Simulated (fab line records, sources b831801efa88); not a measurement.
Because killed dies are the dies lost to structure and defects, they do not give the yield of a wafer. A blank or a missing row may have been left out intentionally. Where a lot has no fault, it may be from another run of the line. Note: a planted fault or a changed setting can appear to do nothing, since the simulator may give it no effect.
fab line records ; flow sky130 ; part 1 of 2: steps 1 to 25 of 37
record lots=5; wafers=15; last_day=49
route steps=708 shown LDD_LDN@299 SPACER@304 POLY_CUT@307 SD_P@320 RES_XHIGH@332
lots that met no fault: taken from a fault-free run of the same line
start_h: hours from the record's first day to the start of the lot's first wafer shown ; wait_h: time in hours since the lot's previous step ; " unchanged from the row above ; L1.1+2: a row that stands for several wafers ; - no value, or no start was given ; * or withheld: withheld ; < > ~ a bound
route shown NAME@n: NAME is a module with steps in the file, n the number in the route of the first one ; usual: the fault-free wafers' mean and standard deviation ; same: alike in all rows ; chamber/n: place in a boat ; sites: the reading at each site ; _std_site: their standard deviation ; _edge_site: the outer-site mean with the inner-site mean subtracted ; radius_mm: for every site, how far away it sits from the centre of the wafer ; mask NAME#n: copy n ; behind: tool/chamber where the wafer was last shaped ; hold: the reason the lot was held/the length of the hold in hours/how it ended ; device: transistor that didn't switch, given as n, p or np ; end of line: tests of these same wafers at the route's end ; a step with no rows: only its recipe ; killed: at the first sort, the dies lost to defects and structure; wafer yield is something else ; map: the dies of a wafer, with x for killed, . for not killed, _ for no die there
set.NAME: the setting the step ran with; set.NAME@STEP: the setting that earlier step ran with ; model.NAME: the simulator's own value behind a step, which no gauge read
lots at selected steps of the route; one table per step, one row per wafer
services: a tool's chamber out of use, with start hour (start_h, from the record's first day; less than 0 if before it), hours out, and reason
## steps
# step SKY_LDD_LDN_IMPLANT_10
# recipe species=As; energy_kev=15; dose_cm2=1.25e+13; tilt_deg=withheld; rotation_deg=203
lot.wafer;tool;chamber;start_h;wait_h
L075.2+3+5;implanter-02;0;537.27;0.1
L076.1+2+6;implanter-01;0;547.67;0.1
L077.2+3+6;implanter-03;0;557.07;0.1
L078.1+2+3;implanter-01;0;573.27;0.1
L091.1+4+5;implanter-02;0;670.89;0.1
# step SKY_LDD_LDN_IMPLANT_11
# recipe species=As; energy_kev=15; dose_cm2=1.25e+13; tilt_deg=withheld; rotation_deg=293
lot.wafer;tool;chamber;start_h;wait_h
L075.2+3+5;implanter-02;0;537.42;0.1
L076.1+2+6;implanter-01;0;547.82;0.1
L077.2+3+6;implanter-03;0;557.22;0.1
L078.1+2+3;implanter-01;0;573.42;0.1
L091.1+4+5;implanter-02;0;671.04;0.1
# step SKY_LDD_LDN_STRIP_12
# recipe chemistry=O2/N2; power_w=1400; pressure_mtorr=1500; platen_temp_c=withheld; o2_flow_sccm=3000; n2_flow_sccm=300; overash_fraction=0.5
# usual drypump_motor_current_A=5.6/0.31; oes_product_au=0.716/0.0048; strip_time_to_endpoint_s=14.16/0.044
lot.wafer;tool;chamber;start_h;wait_h;drypump_motor_current_A;oes_product_au;rf_hours_counter_h;strip_time_to_endpoint_s
L075.2;plasma_asher-04;1;537.54;0.1;6.0;0.713;11;14.12
L075.3;plasma_asher-04;1;537.54;0.1;5.9;0.712;-;14.19
L075.5;plasma_asher-04;1;537.54;0.1;5.9;0.716;-;14.14
L076.1;plasma_asher-04;1;547.97;0.1;5.9;0.722;12;14.17
L076.2;plasma_asher-04;0;547.97;0.1;5.6;0.714;12;14.20
L076.6;plasma_asher-04;1;547.97;0.1;6.0;0.713;-;14.15
L077.2;plasma_asher-04;0;557.34;0.1;5.7;0.719;13;14.12
L077.3;plasma_asher-04;1;557.34;0.1;5.9;0.716;-;14.14
L077.6;plasma_asher-04;1;557.34;0.1;5.9;0.716;-;14.12
L078.1;plasma_asher-03;1;573.57;0.1;6.0;0.717;90;14.14
L078.2;plasma_asher-03;0;573.57;0.1;5.2;0.715;90;14.10
L078.3;plasma_asher-03;1;573.57;0.1;6.1;0.711;-;14.13
L091.1;plasma_asher-02;0;671.19;0.1;5.5;0.712;53;14.21
L091.4;plasma_asher-02;1;671.19;0.1;5.4;0.719;-;14.23
L091.5;plasma_asher-02;1;671.19;0.1;5.4;0.714;-;14.20
# step SKY_LDD_LDN_TW_MEAS_13
# usual LDD_LDN_TW=1470/8.9
lot.wafer;tool;chamber;start_h;wait_h;LDD_LDN_TW
L075.2;film_metro-02;-;537.65;0.1;1470
L075.3;film_metro-02;-;537.65;0.1;1478
L075.5;film_metro-02;-;537.65;0.1;1469
L076.1;film_metro-04;-;548.07;0.1;1469
L076.2;film_metro-04;-;548.07;0.1;1464
L076.6;film_metro-04;-;548.07;0.1;1463
L077.2;film_metro-01;-;557.45;0.1;1479
L077.3;film_metro-01;-;557.45;0.1;1475
L077.6;film_metro-01;-;557.45;0.1;1474
L078.1;film_metro-04;-;573.67;0.1;1468
L078.2;film_metro-04;-;573.67;0.1;1457
L078.3;film_metro-04;-;573.67;0.1;1462
L091.1;film_metro-02;-;671.29;0.1;1483
L091.4;film_metro-02;-;671.29;0.1;1489
L091.5;film_metro-02;-;671.29;0.1;1481
# step SKY_LDD_LDN_CLEAN_14
# recipe chemistry=SC1/SC2; mix=1:4:20; temp_c=70; time_s=150; dry=n2_spin
lot.wafer;tool;chamber;start_h;wait_h
L075.2+3+5;wet_bench-04;0;537.70;0.0
L076.1+2+6;wet_bench-04;2;548.13;0.1
L077.2+3+6;wet_bench-04;2;557.50;0.0
L078.1+2+3;wet_bench-02;2;573.73;0.1
L091.1+4+5;wet_bench-04;3;671.35;0.1
# step SKY_SPACER_CVD_00
# recipe material=Si3N4; precursor=DCS/NH3; target_thk_nm=43.1; temp_c=770; time_s=740; pressure_mtorr=250
# usual spike_tc_bottom_C=790.0/0.98
lot.wafer;tool;chamber;start_h;wait_h;spike_tc_bottom_C
L075.2;lpcvd-02;0;538.95;1.2;791.2
L075.3;lpcvd-02;0;538.95;1.2;790.2
L075.5;lpcvd-02;0;538.95;1.2;788.2
L076.1;lpcvd-02;1;548.18;0.0;790.6
L076.2;lpcvd-02;1;548.18;0.0;790.4
L076.6;lpcvd-02;1;548.18;0.0;789.6
L077.2;lpcvd-02;0;558.32;0.8;789.2
L077.3;lpcvd-02;0;558.32;0.8;789.8
L077.6;lpcvd-02;0;558.32;0.8;790.0
L078.1;lpcvd-02;1;573.78;0.0;789.7
L078.2;lpcvd-02;1;573.78;0.0;789.8
L078.3;lpcvd-02;1;573.78;0.0;790.4
L091.1;lpcvd-02;0;671.41;0.0;791.3
L091.4;lpcvd-02;0;671.41;0.0;790.3
L091.5;lpcvd-02;0;671.41;0.0;789.5
# step SKY_SPACER_THK_MEAS_01
# recipe reads=Si3N4_of_SPACER_CVD_00
# usual SPACER_CVD_00_THK=43.2/0.45
lot.wafer;tool;chamber;start_h;wait_h;SPACER_CVD_00_THK[nm]
L075.2;film_metro-02;-;540.16;0.0;43.5
L075.3;film_metro-02;-;540.16;0.0;43.5
L075.5;film_metro-02;-;540.16;0.0;43.5
L076.1;film_metro-01;-;549.38;0.0;42.9
L076.2;film_metro-01;-;549.38;0.0;43.0
L076.6;film_metro-01;-;549.38;0.0;42.6
L077.2;film_metro-01;-;559.53;0.0;43.7
L077.3;film_metro-01;-;559.53;0.0;43.7
L077.6;film_metro-01;-;559.53;0.0;43.7
L078.1;film_metro-03;-;575.58;0.0;43.2
L078.2;film_metro-03;-;575.58;0.0;43.2
L078.3;film_metro-03;-;575.58;0.0;43.3
L091.1;film_metro-03;-;672.61;0.0;42.7
L091.4;film_metro-03;-;672.61;0.0;42.5
L091.5;film_metro-03;-;672.61;0.0;42.4
# step SKY_SPACER_ETCHBACK_02
# recipe chemistry=CH3F/O2; target=Si3N4; stop_on=SiO2; source_w=400; bias_w=80; pressure_mtorr=25; ch3f_flow_sccm=40; O2_flow_sccm=30; time_s=46.7; target_depth_a=450
# usual drypump_motor_current_A=6.0/0.51; oes_product_au=0.856/0.0072; rf_fwd_power_W=396.5/1.4; throttle_valve_pct=10.563/0.009
lot.wafer;tool;chamber;start_h;wait_h;drypump_motor_current_A;oes_product_au;rf_fwd_power_W;rf_hours_counter_h;throttle_valve_pct
L075.2;rie_diel-01;3;540.21;0.0;6.4;0.864;397.8;4;10.561
L075.3;rie_diel-01;2;540.21;0.0;6.2;0.859;396.5;62;10.560
L075.5;rie_diel-01;3;540.21;0.0;6.4;0.855;398.1;-;10.579
L076.1;rie_diel-01;0;549.44;0.1;5.7;0.851;395.4;5;10.568
L076.2;rie_diel-01;2;549.44;0.1;6.2;0.854;394.0;63;10.574
L076.6;rie_diel-01;2;549.44;0.1;6.2;0.847;394.7;-;10.561
L077.2;rie_diel-04;2;559.58;0.0;5.8;0.863;399.4;75;10.564
L077.3;rie_diel-04;0;559.58;0.0;6.3;0.864;395.8;25;10.567
L077.6;rie_diel-04;2;559.58;0.0;5.9;0.856;398.5;-;10.561
L078.1;rie_diel-04;2;575.64;0.1;5.8;0.853;396.8;76;10.567
L078.2;rie_diel-04;3;575.64;0.1;5.2;0.850;397.8;66;10.560
L078.3;rie_diel-04;0;575.64;0.1;6.3;0.855;397.2;25;10.557
L091.1;rie_diel-03;2;672.67;0.1;6.6;0.849;397.2;5;10.552
L091.4;rie_diel-03;0;672.67;0.1;5.9;0.845;396.6;11;10.565
L091.5;rie_diel-03;3;672.67;0.1;6.1;0.848;394.6;-;10.558
# step SKY_POLY_CUT_DEHYDRATE_00
# recipe temp_c=200; time_s=60
# usual plate_temp_C=199.97/0.15
lot.wafer;tool;chamber;start_h;wait_h;plate_temp_C
L075.2;litho_track-04;0;553.83;13.6;200.07
L075.3;litho_track-04;0;553.83;13.6;199.84
L075.5;litho_track-04;0;553.83;13.6;200.17
L076.1;litho_track-03;0;563.95;14.5;200.52
L076.2;litho_track-03;0;563.95;14.5;199.87
L076.6;litho_track-03;0;563.95;14.5;199.99
L077.2;litho_track-04;0;574.18;14.6;199.98
L077.3;litho_track-04;0;574.18;14.6;200.00
L077.6;litho_track-04;0;574.18;14.6;199.81
L078.1;litho_track-02;0;589.08;13.4;200.07
L078.2;litho_track-02;0;589.08;13.4;199.85
L078.3;litho_track-02;0;589.08;13.4;200.03
L091.1;litho_track-04;0;685.81;13.1;199.82
L091.4;litho_track-04;0;685.81;13.1;199.86
L091.5;litho_track-04;0;685.81;13.1;199.49
# step SKY_POLY_CUT_HMDS_01
# recipe prime_time_s=60; prime_temp_c=120
lot.wafer;tool;chamber;start_h;wait_h
L075.2+3+5;litho_track-04;0;553.98;0.1
L076.1+2+6;litho_track-03;0;564.10;0.1
L077.2+3+6;litho_track-04;0;574.33;0.1
L078.1+2+3;litho_track-02;0;589.23;0.1
L091.1+4+5;litho_track-04;0;685.96;0.1
# step SKY_POLY_CUT_COAT_02
# recipe resist=BARC; temp_c=withheld; time_s=withheld; spin_rpm=3000; resist_thk_nm=60
# usual dispense_pressure_kPa=51/4.8
lot.wafer;tool;chamber;start_h;wait_h;dispense_pressure_kPa
L075.2;litho_track-04;0;554.13;0.1;55
L075.3;litho_track-04;0;554.13;0.1;55
L075.5;litho_track-04;0;554.13;0.1;55
L076.1;litho_track-03;0;564.25;0.1;44
L076.2;litho_track-03;0;564.25;0.1;44
L076.6;litho_track-03;0;564.25;0.1;44
L077.2;litho_track-04;0;574.48;0.1;55
L077.3;litho_track-04;0;574.48;0.1;55
L077.6;litho_track-04;0;574.48;0.1;55
L078.1;litho_track-02;0;589.38;0.1;54
L078.2;litho_track-02;0;589.38;0.1;54
L078.3;litho_track-02;0;589.38;0.1;54
L091.1;litho_track-04;0;686.11;0.1;55
L091.4;litho_track-04;0;686.11;0.1;55
L091.5;litho_track-04;0;686.11;0.1;55
# step SKY_POLY_CUT_COAT_03
# recipe resist=KrF-thick; spin_rpm=3000; resist_thk_nm=450
# usual dispense_pressure_kPa=51/4.8
lot.wafer;tool;chamber;start_h;wait_h;dispense_pressure_kPa
L075.2;litho_track-04;0;-;-;55
L075.3;litho_track-04;0;-;-;55
L075.5;litho_track-04;0;-;-;55
L076.1;litho_track-03;0;-;-;44
L076.2;litho_track-03;0;-;-;44
L076.6;litho_track-03;0;-;-;44
L077.2;litho_track-04;0;-;-;55
L077.3;litho_track-04;0;-;-;55
L077.6;litho_track-04;0;-;-;55
L078.1;litho_track-02;0;-;-;54
L078.2;litho_track-02;0;-;-;54
L078.3;litho_track-02;0;-;-;54
L091.1;litho_track-04;0;-;-;55
L091.4;litho_track-04;0;-;-;55
L091.5;litho_track-04;0;-;-;55
# step SKY_POLY_CUT_SOFTBAKE_04
# recipe temp_c=100; time_s=90; resist=KrF-thick
# usual plate_temp_C=100.00/0.13
lot.wafer;tool;chamber;start_h;wait_h;plate_temp_C
L075.2;litho_track-04;0;-;-;100.18
L075.3;litho_track-04;0;-;-;100.13
L075.5;litho_track-04;0;-;-;100.01
L076.1;litho_track-03;0;-;-;99.88
L076.2;litho_track-03;0;-;-;99.93
L076.6;litho_track-03;0;-;-;100.05
L077.2;litho_track-04;0;-;-;100.10
L077.3;litho_track-04;0;-;-;100.15
L077.6;litho_track-04;0;-;-;100.06
L078.1;litho_track-02;0;-;-;100.06
L078.2;litho_track-02;0;-;-;99.91
L078.3;litho_track-02;0;-;-;100.11
L091.1;litho_track-04;0;-;-;100.02
L091.4;litho_track-04;0;-;-;100.09
L091.5;litho_track-04;0;-;-;99.84
# step SKY_POLY_CUT_EXPOSE_05
# recipe mask_id=NPCM; na=0.8; source_shape=annular; sigma_inner=0.55; sigma_outer=0.85; target_cd_nm=270; dose_mj=32
# usual focus_offset_nm=0.1/0.47
# same sigma_outer=0.85
lot.wafer;tool;chamber;start_h;wait_h;mask;focus_offset_nm
L075.2;krf_scanner-02;0;-;-;NPCM#0;-0.3
L075.3;krf_scanner-02;0;-;-;NPCM#0;0.3
L075.5;krf_scanner-02;0;-;-;NPCM#0;-0.3
L076.1;krf_scanner-01;0;-;-;NPCM#0;-0.1
L076.2;krf_scanner-01;0;-;-;NPCM#0;0.0
L076.6;krf_scanner-01;0;-;-;NPCM#0;-0.5
L077.2;krf_scanner-01;0;-;-;NPCM#0;-0.9
L077.3;krf_scanner-01;0;-;-;NPCM#0;-0.6
L077.6;krf_scanner-01;0;-;-;NPCM#0;0.3
L078.1;krf_scanner-02;0;-;-;NPCM#0;1.0
L078.2;krf_scanner-02;0;-;-;NPCM#0;-0.5
L078.3;krf_scanner-02;0;-;-;NPCM#0;-0.2
L091.1;krf_scanner-02;0;-;-;NPCM#0;0.6
L091.4;krf_scanner-02;0;-;-;NPCM#0;0.7
L091.5;krf_scanner-02;0;-;-;NPCM#0;-0.6
# step SKY_POLY_CUT_PEB_06
# recipe peb_temp_c=withheld; peb_time_s=withheld; resist=KrF-thick
lot.wafer;tool;chamber;start_h;wait_h
L075.2+3+5;litho_track-03;0;-;-
L076.1+2+6;litho_track-02;0;-;-
L077.2+3+6;litho_track-04;0;-;-
L078.1+2+3;litho_track-02;0;-;-
L091.1+4+5;litho_track-03;0;-;-
# step SKY_POLY_CUT_DEVELOP_07
# recipe develop_time_s=60; resist=KrF-thick; dev_temp_c=21
lot.wafer;tool;chamber;start_h;wait_h
L075.2+3+5;litho_track-03;0;-;-
L076.1+2+6;litho_track-02;0;-;-
L077.2+3+6;litho_track-04;0;-;-
L078.1+2+3;litho_track-02;0;-;-
L091.1+4+5;litho_track-03;0;-;-
# step SKY_POLY_CUT_CD_MEAS_08
# recipe target_cd_nm=270
# usual cd_nm=270.3/1.6
lot.wafer;tool;chamber;start_h;wait_h;cd_nm
L075.2;cd_sem-01;-;570.82;-;267.2
L075.3;cd_sem-01;-;570.82;-;269.1
L075.5;cd_sem-01;-;570.82;-;268.6
L076.1;cd_sem-02;-;579.38;-;270.6
L076.2;cd_sem-02;-;579.38;-;271.4
L076.6;cd_sem-02;-;579.38;-;270.1
L077.2;cd_sem-01;-;589.43;-;271.1
L077.3;cd_sem-01;-;589.43;-;272.5
L077.6;cd_sem-01;-;589.43;-;271.3
L078.1;cd_sem-02;-;604.98;-;271.0
L078.2;cd_sem-02;-;604.98;-;270.2
L078.3;cd_sem-02;-;604.98;-;270.1
L091.1;cd_sem-01;-;700.30;-;269.2
L091.4;cd_sem-01;-;700.30;-;270.2
L091.5;cd_sem-01;-;700.30;-;269.1
# step SKY_POLY_CUT_OVL_MEAS_09
# usual POLY_CUT_OVL=-5/5.6
lot.wafer;tool;chamber;start_h;wait_h;POLY_CUT_OVL[nm]
L075.2;overlay-02;-;570.93;0.1;-4
L075.3;overlay-02;-;570.93;0.1;-9
L075.5;overlay-02;-;570.93;0.1;-13
L076.1;overlay-02;-;579.50;0.1;-12
L076.2;overlay-02;-;579.50;0.1;-4
L076.6;overlay-02;-;579.50;0.1;-13
L077.2;overlay-01;-;589.53;0.1;-9
L077.3;overlay-01;-;589.53;0.1;-12
L077.6;overlay-01;-;589.53;0.1;-9
L078.1;overlay-01;-;605.10;0.1;1
L078.2;overlay-01;-;605.10;0.1;-2
L078.3;overlay-01;-;605.10;0.1;-2
L091.1;overlay-01;-;700.42;0.1;-9
L091.4;overlay-01;-;700.42;0.1;8
L091.5;overlay-01;-;700.42;0.1;2
# step SKY_POLY_CUT_ETCH_10
# recipe chemistry=N2/H2; target=BARC; ion_energy_ev=200; source_w=500; bias_w=100; pressure_mtorr=30; n2_flow_sccm=100; h2_flow_sccm=200; stop_on=SiO2; time_s=45.9; target_depth_a=600
# usual drypump_motor_current_A=5.9/0.43; oes_product_au=0.855/0.0053; rf_fwd_power_W=495.6/2.1; throttle_valve_pct=13.225/0.0091
lot.wafer;tool;chamber;start_h;wait_h;drypump_motor_current_A;oes_product_au;rf_fwd_power_W;rf_hours_counter_h;throttle_valve_pct
L075.2;rie_diel-02;3;570.96;0.0;6.1;0.854;495.1;2;13.225
L075.3;rie_diel-02;1;570.96;0.0;5.6;0.848;499.0;1;13.232
L075.5;rie_diel-02;2;570.96;0.0;5.5;0.855;496.7;-;13.214
L076.1;rie_diel-01;1;579.54;0.0;5.6;0.859;497.6;33;13.221
L076.2;rie_diel-01;2;579.54;0.0;6.2;0.850;493.3;63;13.214
L076.6;rie_diel-01;3;579.54;0.0;6.4;0.851;499.6;-;13.232
L077.2;rie_diel-01;0;589.56;0.0;5.8;0.851;493.8;5;13.213
L077.3;rie_diel-01;2;589.56;0.0;6.2;0.865;494.8;63;13.227
L077.6;rie_diel-01;3;589.56;0.0;6.4;0.857;497.3;-;13.213
L078.1;rie_diel-01;0;605.14;0.0;5.8;0.861;495.5;6;13.224
L078.2;rie_diel-01;2;605.14;0.0;6.2;0.849;496.3;63;13.229
L078.3;rie_diel-01;1;605.14;0.0;5.5;0.845;498.4;33;13.217
L091.1;rie_diel-01;0;700.46;0.0;5.8;0.850;496.6;8;13.218
L091.4;rie_diel-01;1;700.46;0.0;5.5;0.854;494.0;35;13.225
L091.5;rie_diel-01;0;700.46;0.0;5.7;0.849;493.7;-;13.237
# step SKY_POLY_CUT_ETCH_11
# recipe target=Si3N4; chemistry=CF4/CH2F2/Ar; stop_on=poly-Si; source_w=600; bias_w=150; pressure_mtorr=40; cf4_flow_sccm=40; ch2f2_flow_sccm=20; Ar_flow_sccm=150; time_s=42.5; target_depth_a=600
# usual drypump_motor_current_A=5.9/0.43; oes_product_au=0.828/0.0065; rf_fwd_power_W=594.7/2.5; throttle_valve_pct=14.994/0.0085
lot.wafer;tool;chamber;start_h;wait_h;drypump_motor_current_A;oes_product_au;rf_fwd_power_W;rf_hours_counter_h;throttle_valve_pct
L075.2;rie_diel-02;3;571.00;0.0;6.0;0.823;596.8;2;14.994
L075.3;rie_diel-02;1;571.00;0.0;5.6;0.823;598.1;1;14.988
L075.5;rie_diel-02;2;571.00;0.0;5.4;0.824;598.7;-;14.981
L076.1;rie_diel-01;1;579.58;0.0;5.5;0.816;592.3;33;15.003
L076.2;rie_diel-01;2;579.58;0.0;6.2;0.830;592.4;63;14.993
L076.6;rie_diel-01;3;579.58;0.0;6.4;0.823;596.4;-;15.013
L077.2;rie_diel-01;0;589.61;0.0;5.7;0.825;596.2;5;14.984
L077.3;rie_diel-01;2;589.61;0.0;6.2;0.823;591.2;63;14.995
L077.6;rie_diel-01;3;589.61;0.0;6.4;0.824;600.7;-;14.994
L078.1;rie_diel-01;0;605.18;0.0;5.7;0.827;591.8;6;14.976
L078.2;rie_diel-01;2;605.18;0.0;6.2;0.833;592.7;63;14.996
L078.3;rie_diel-01;1;605.18;0.0;5.5;0.821;597.0;33;14.992
L091.1;rie_diel-01;0;700.50;0.0;5.7;0.826;593.8;8;14.989
L091.4;rie_diel-01;1;700.50;0.0;5.5;0.833;594.6;35;15.013
L091.5;rie_diel-01;0;700.50;0.0;5.7;0.840;596.2;-;14.991
# step SKY_POLY_CUT_STRIP_12
# recipe chemistry=O2/N2; power_w=1400; pressure_mtorr=1500; platen_temp_c=withheld; o2_flow_sccm=3000; n2_flow_sccm=300; overash_fraction=0.5
# usual drypump_motor_current_A=5.71/0.27; oes_product_au=0.452/0.0043; strip_time_to_endpoint_s=5.356/0.016
lot.wafer;tool;chamber;start_h;wait_h;drypump_motor_current_A;oes_product_au;rf_hours_counter_h;strip_time_to_endpoint_s
L075.2;plasma_asher-04;1;571.04;0.0;5.90;0.454;14;5.381
L075.3;plasma_asher-04;1;571.04;0.0;5.96;0.450;-;5.361
L075.5;plasma_asher-04;1;571.04;0.0;5.92;0.460;-;5.343
L076.1;plasma_asher-02;1;579.62;0.0;5.48;0.452;44;5.330
L076.2;plasma_asher-02;0;579.62;0.0;5.56;0.456;44;5.353
L076.6;plasma_asher-02;0;579.62;0.0;5.54;0.446;-;5.351
L077.2;plasma_asher-04;1;589.65;0.0;5.87;0.445;16;5.357
L077.3;plasma_asher-04;0;589.65;0.0;5.62;0.453;-;5.360
L077.6;plasma_asher-04;0;589.65;0.0;5.62;0.458;-;5.363
L078.1;plasma_asher-04;1;605.22;0.0;5.92;0.448;17;5.340
L078.2;plasma_asher-04;0;605.22;0.0;5.60;0.457;17;5.346
L078.3;plasma_asher-04;0;605.22;0.0;5.64;0.451;-;5.330
L091.1;plasma_asher-01;0;700.60;0.1;6.38;0.457;86;5.370
L091.4;plasma_asher-01;1;700.60;0.1;5.57;0.448;-;5.343
L091.5;plasma_asher-01;1;700.60;0.1;5.55;0.449;-;5.373
# step SKY_SD_P_DEHYDRATE_00
# recipe temp_c=200; time_s=60
# usual plate_temp_C=200.02/0.16
lot.wafer;tool;chamber;start_h;wait_h;plate_temp_C
L075.2;litho_track-01;0;584.48;13.4;200.02
L075.3;litho_track-01;0;584.48;13.4;200.14
L075.5;litho_track-01;0;584.48;13.4;200.03
L076.1;litho_track-01;0;593.91;14.3;199.95
L076.2;litho_track-01;0;593.91;14.3;200.08
L076.6;litho_track-01;0;593.91;14.3;199.94
L077.2;litho_track-01;0;604.08;14.4;200.13
L077.3;litho_track-01;0;604.08;14.4;199.83
L077.6;litho_track-01;0;604.08;14.4;199.92
L078.1;litho_track-02;0;619.43;14.2;199.97
L078.2;litho_track-02;0;619.43;14.2;199.89
L078.3;litho_track-02;0;619.43;14.2;199.99
L091.1;litho_track-01;0;713.16;12.5;200.21
L091.4;litho_track-01;0;713.16;12.5;200.18
L091.5;litho_track-01;0;713.16;12.5;200.03
# step SKY_SD_P_HMDS_01
# recipe prime_time_s=60; prime_temp_c=120
lot.wafer;tool;chamber;start_h;wait_h
L075.2+3+5;litho_track-01;0;584.63;0.1
L076.1+2+6;litho_track-01;0;594.06;0.1
L077.2+3+6;litho_track-01;0;604.23;0.1
L078.1+2+3;litho_track-02;0;619.58;0.1
L091.1+4+5;litho_track-01;0;713.31;0.1
# step SKY_SD_P_COAT_02
# recipe resist=NOVOLAK; spin_rpm=3000; resist_thk_nm=1140
# usual dispense_pressure_kPa=49/4.3
lot.wafer;tool;chamber;start_h;wait_h;dispense_pressure_kPa
L075.2;litho_track-01;0;584.78;0.1;46
L075.3;litho_track-01;0;584.78;0.1;46
L075.5;litho_track-01;0;584.78;0.1;46
L076.1;litho_track-01;0;594.21;0.1;46
L076.2;litho_track-01;0;594.21;0.1;46
L076.6;litho_track-01;0;594.21;0.1;46
L077.2;litho_track-01;0;604.38;0.1;46
L077.3;litho_track-01;0;604.38;0.1;46
L077.6;litho_track-01;0;604.38;0.1;46
L078.1;litho_track-02;0;619.73;0.1;54
L078.2;litho_track-02;0;619.73;0.1;54
L078.3;litho_track-02;0;619.73;0.1;54
L091.1;litho_track-01;0;713.46;0.1;46
L091.4;litho_track-01;0;713.46;0.1;46
L091.5;litho_track-01;0;713.46;0.1;46
# step SKY_SD_P_SOFTBAKE_03
# recipe temp_c=90; time_s=60; resist=NOVOLAK
# usual plate_temp_C=90.01/0.13
lot.wafer;tool;chamber;start_h;wait_h;plate_temp_C
L075.2;litho_track-01;0;584.93;0.1;90.04
L075.3;litho_track-01;0;584.93;0.1;90.02
L075.5;litho_track-01;0;584.93;0.1;89.86
L076.1;litho_track-01;0;594.36;0.1;90.19
L076.2;litho_track-01;0;594.36;0.1;90.15
L076.6;litho_track-01;0;594.36;0.1;90.35
L077.2;litho_track-01;0;604.53;0.1;90.00
L077.3;litho_track-01;0;604.53;0.1;89.92
L077.6;litho_track-01;0;604.53;0.1;90.24
L078.1;litho_track-02;0;619.88;0.1;89.98
L078.2;litho_track-02;0;619.88;0.1;89.89
L078.3;litho_track-02;0;619.88;0.1;90.15
L091.1;litho_track-01;0;713.61;0.1;90.22
L091.4;litho_track-01;0;713.61;0.1;89.91
L091.5;litho_track-01;0;713.61;0.1;89.93
